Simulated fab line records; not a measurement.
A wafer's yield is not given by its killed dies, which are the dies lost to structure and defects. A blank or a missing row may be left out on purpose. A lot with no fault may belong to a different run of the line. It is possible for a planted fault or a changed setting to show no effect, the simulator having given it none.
A lot that was struck, set against a sound lot	flow sky130	45 out of 708 route steps
Sound: these wafers, L267.1, L267.4, L267.6. Wafers L270.1, L270.2, L270.5 were the ones struck. The cause is named last.
For every step that has rows: the tool of each side, followed by ch and its chambers, followed by its first start. Under that, the readings that differ: sound wafers	struck wafers	difference of the means	sigmas: that difference in standard deviations of wafers without a fault.
alike: a reading whose means differ by less than 2 such deviations, as well as words and numbers matching on both sides. not compared: withheld readings; readings where some wafer has no value; bounds like >300 that might hide an equal value; numbers whose values overlap and for which the record gives no deviation.
The two part at a step that has a row with sigmas, a row that says differs or no value, or rows on one side only. When numbers do not overlap yet have no deviation, they are printed without sigmas and do not part them. A reading missing from all wafers of one side parts the sides only when that side holds two or more wafers.

first, 5 steps without rows for these wafers: SKY_LDD_P_COAT_02 (resist thk 1140 nm); SKY_LDD_P_SOFTBAKE_03 (time 60 s); SKY_LDD_P_EXPOSE_04 (exposes mask PSDM, target cd 380 nm); SKY_LDD_P_PEB_05; SKY_LDD_P_DEVELOP_06 (develop time 60 s).
SKY_LDD_P_CD_MEAS_07: the cd target is 380 nm.
  struck on cd sem-01, day 21 21:30; sound on cd sem-02, day 20 14:25
  alike: cd nm
SKY_LDD_P_OVL_MEAS_08:
  struck on overlay-02, day 21 21:37; sound on overlay-02, day 20 14:32
  alike: LDD_P_OVL
after that, 1 step had no rows for these wafers: SKY_LDD_P_IMPLANT_09.
SKY_LDD_P_STRIP_10: strips in O2/N2.
  sound on plasma asher-03 ch 0, day 20 14:43; struck on plasma asher-03 ch 0,1, day 21 21:48
  alike: drypump motor current A, oes product au, strip time to endpoint s
  not compared: rf hours counter h
SKY_LDD_P_TW_MEAS_11:
  struck on film metro-04, day 21 21:54; sound on film metro-04, day 20 14:49
  alike: LDD_P_TW
then, 2 steps without rows for these wafers: SKY_LDD_HVN_DEHYDRATE_00 (time 60 s); SKY_LDD_HVN_HMDS_01 (prime time 60 s).
SKY_LDD_HVN_COAT_02: resist thk 300 nm.
  sound on litho track-03 ch 0, day 21 05:11; struck on litho track-01, day 22 12:36
  no value came back on the struck wafers for chill plate temp C (C), dispense pressure kPa (kPa); on the sound wafers chill plate temp C (C) reads 23.10 23.19 23.24
then, 4 steps without rows for these wafers: SKY_LDD_HVN_SOFTBAKE_03 (time 60 s); SKY_LDD_HVN_EXPOSE_04 (exposes mask HVNTM, target cd 700 nm); SKY_LDD_HVN_PEB_05; SKY_LDD_HVN_DEVELOP_06 (develop time 60 s).
SKY_LDD_HVN_OVL_MEAS_07:
  struck on overlay-02, day 23 03:54; sound on overlay-02, day 21 21:04
reading	sound	struck	difference	sigmas
LDD_HVN_OVL (nm)	-2.6 -2.4 -0.4	- - -	no value on the struck wafers	
after that, 1 step had no rows for these wafers: SKY_LDD_HVN_IMPLANT_08.
SKY_LDD_HVN_STRIP_09: strips in O2/N2.
  sound on plasma asher-04 ch 0, day 21 21:15; struck on plasma asher-01 ch 0,1, day 23 04:05
  no value came back on the struck wafers for oes product au (a.u.), strip time to endpoint s (s); on the sound wafers oes product au (a.u.) reads 0.407 0.404 0.410
  alike: drypump motor current A
  not compared: rf hours counter h
SKY_LDD_HVN_TW_MEAS_10:
  struck on film metro-02, day 23 04:11; sound on film metro-02, day 21 21:21
  alike: LDD_HVN_TW
then, 7 steps without rows for these wafers: SKY_LDD_HVP_DEHYDRATE_00 (time 60 s); SKY_LDD_HVP_HMDS_01 (prime time 60 s); SKY_LDD_HVP_COAT_02 (resist thk 300 nm); SKY_LDD_HVP_SOFTBAKE_03 (time 60 s); SKY_LDD_HVP_EXPOSE_04 (exposes mask HVPTM, target cd 700 nm); SKY_LDD_HVP_PEB_05; SKY_LDD_HVP_DEVELOP_06 (develop time 60 s).
SKY_LDD_HVP_OVL_MEAS_07:
  struck on overlay-02, day 24 09:32; sound on overlay-01, day 23 03:04
reading	sound	struck	difference	sigmas
LDD_HVP_OVL (nm)	0.1 -0.7 -3.0	1.3 1.6 4.4	+3.6	+2
after that, 1 step had no rows for these wafers: SKY_LDD_HVP_IMPLANT_08.
SKY_LDD_HVP_STRIP_09: strips in O2/N2.
  sound on plasma asher-04 ch 0,1, day 23 03:15; struck on plasma asher-04 ch 0,1, day 24 09:43
  alike: drypump motor current A, oes product au, strip time to endpoint s
  not compared: rf hours counter h
SKY_LDD_HVP_TW_MEAS_10:
  struck on film metro-02, day 24 09:49; sound on film metro-02, day 23 03:21
reading	sound	struck	difference	sigmas
LDD_HVP_TW	462 464 464	1459 1458 1453	+993	+99 or more
then, 7 steps without rows for these wafers: SKY_LDD_LDN_DEHYDRATE_00 (time 60 s); SKY_LDD_LDN_HMDS_01 (prime time 60 s); SKY_LDD_LDN_COAT_02 (resist thk 1140 nm); SKY_LDD_LDN_SOFTBAKE_03 (time 60 s); SKY_LDD_LDN_EXPOSE_04 (exposes mask LDNTM, target cd 700 nm); SKY_LDD_LDN_PEB_05; SKY_LDD_LDN_DEVELOP_06 (develop time 60 s).
SKY_LDD_LDN_OVL_MEAS_07:
  struck on overlay-02, day 25 14:37; sound on overlay-02, day 24 08:56
  alike: LDD_LDN_OVL
then, 2 steps without rows for these wafers: SKY_LDD_LDN_IMPLANT_08; SKY_LDD_LDN_IMPLANT_09.
SKY_LDD_LDN_TW_MEAS_13:
  struck on film metro-02, day 25 15:20; sound on film metro-02, day 24 09:40
reading	sound	struck	difference	sigmas
LDD_LDN_TW	1498 1495 1490	1849 1852 1843	+354	+27
-- a jump in the record: the struck wafers' starts before and after are 3 days apart (it breaks off in module LDD_LDN and resumes in module SD_P, where the first step shown is number 331 of the route) --
SKY_SD_P_TW_MEAS_11:
  struck on film metro-02, day 28 04:28; sound on film metro-02, day 26 21:46
reading	sound	struck	difference	sigmas
SD_P_TW	2863 2861 2872	2977 2973 2976	+110	+4
SKY_RES_XHIGH_TW_MEAS_09:
  struck on film metro-04, day 29 08:25; sound on film metro-02, day 28 03:49
reading	sound	struck	difference	sigmas
RES_XHIGH_TW	1671 1676 1670	1931 1933 1946	+264	+20

## WHERE THEY PART
First at SKY_LDD_HVN_COAT_02; last, within this record, at SKY_RES_XHIGH_TW_MEAS_09.

WHY: what had been put in by the simulator
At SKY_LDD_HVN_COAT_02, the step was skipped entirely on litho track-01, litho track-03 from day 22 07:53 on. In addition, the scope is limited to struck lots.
